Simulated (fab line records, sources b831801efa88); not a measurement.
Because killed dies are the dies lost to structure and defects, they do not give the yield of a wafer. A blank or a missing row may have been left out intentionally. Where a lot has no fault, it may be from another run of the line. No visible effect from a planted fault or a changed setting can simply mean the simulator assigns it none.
What tool caused it?    flow sky130    33 wafers sampled from 11 lots at 1 step of a route of 708

WHAT EACH GAUGE READ, for each wafer
SKY_CAPM_OVL_MEAS_12.
lot   measured      on          CAPM_OVL (nm)
L968  day 37 17:13  overlay-01  -0.5 -1.3 -2.7
L969  day 37 20:19  overlay-01  -2.9 -0.3 -0.3
L970  day 37 22:43  overlay-01  -0.9 -0.5 -1.6
L971  day 38 09:16  overlay-01  -1.2 -0.3 -1.0
L975  day 39 14:16  overlay-02  -0.4 -0.2 -2.5
L976  day 39 21:22  overlay-01  -0.7 0.2 -1.2
L982  day 42 09:37  overlay-01  0.4 -1.0 -0.4
L983  day 42 10:16  overlay-01  -0.3 -0.4 -0.4
L984  day 42 10:16  overlay-02  -0.9 -1.8 0.9
L988  day 43 01:07  overlay-02  -2.3 -1.0 -2.5
L989  day 43 13:55  overlay-02  -0.4 -1.8 -0.2

WHICH TOOL RAN EACH LOT (tool, then ch and the chambers of the sampled wafers, then the start)
The record shows no process step preceding these readings.

THE ANSWER, worked out from the rows above alone
Rule: what is usual is taken from the lots themselves. Put in order of their means at a reading, lots are off if they are a third of the lots or fewer, leave a main group of 4 or more, and stand apart from it by a gap of 3 or more times the standard deviation of the main group's means; of several such gaps the widest counts. Not used: any main group whose means are identical at the precision the tables above print for the reading. Also off: a lot with no number at a reading for which 4 or more lots have one. The other lots that the step has rows for count as sound.
No lot is off on any of the readings shown, so nothing can be concluded from this.

WHAT WAS PUT IN BY THE SIMULATOR
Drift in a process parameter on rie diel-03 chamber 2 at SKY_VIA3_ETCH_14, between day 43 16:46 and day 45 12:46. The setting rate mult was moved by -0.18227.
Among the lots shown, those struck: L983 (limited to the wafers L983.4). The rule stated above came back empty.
